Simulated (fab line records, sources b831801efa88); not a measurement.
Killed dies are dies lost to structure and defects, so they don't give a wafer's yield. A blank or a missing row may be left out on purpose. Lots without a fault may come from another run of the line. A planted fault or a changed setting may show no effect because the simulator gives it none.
One fault seen from 2 desks | flow sky130 | each desk has only its own numbers; what lay behind them comes last

THE TOOL OWNER'S DESK: litho_track-04
The tool's own readings at SKY_VT_ADJUST_LVTN_DEVELOP_06 (develop time 60 s): means of the sampled wafers that have a number, for each lot that ran on this tool. A lot is out of limits, marked OUT, if its mean lies more than 4 standard deviations from the usual mean; the brackets give that distance.
Columns: A = chill_plate_temp_C at SKY_VT_ADJUST_LVTN_DEVELOP_06, usual 22.99 C
lot  | first seen here | A
L326 | day 10 21:00    | 22.97
L331 | day 12 06:00    | 23.02
This desk's finding: nothing out of limits on any of the 2 lots.

THE METROLOGY DESK
What the gauges read, lot by lot, whatever tool the lot ran on: means of the sampled wafers that have a number. A lot is out of limits, marked OUT, if its mean lies more than 4 standard deviations from the usual mean; the brackets give that distance.
Columns: A = VIA2_W_THK at SKY_VIA2_THK_MEAS_23, usual 400 nm; B = cd_nm at SKY_METAL3_CD_MEAS_13, usual 300.0 nm
lot  | first seen here | A   | B
L311 | day 35 23:34    | 414 | 300.1
L312 | day 36 16:28    | 391 | 301.0
L315 | day 37 11:08    | 399 | 299.3
L317 | day 38 19:28    | 395 | 299.9
L320 | day 39 06:58    | 399 | 299.7
L322 | day 39 18:49    | 392 | 302.8
L323 | day 40 02:42    | 399 | 301.8
L325 | day 40 11:55    | 399 | 300.5
L326 | day 40 21:19    | 401 | 301.3
L327 | day 41 07:11    | 407 | 299.8
L328 | day 41 10:25    | 392 | 300.8
L331 | day 42 08:43    | 400 | 300.1
L333 | day 42 15:10    | 393 | 299.6
L334 | day 44 06:56    | 405 | 299.7
This desk's finding: nothing out of limits on any of the 14 lots.

PUT TOGETHER
The tool owner's desk saw nothing out of limits.
The metrology desk saw nothing out of limits.

WHAT THE SIMULATOR HAD PUT IN
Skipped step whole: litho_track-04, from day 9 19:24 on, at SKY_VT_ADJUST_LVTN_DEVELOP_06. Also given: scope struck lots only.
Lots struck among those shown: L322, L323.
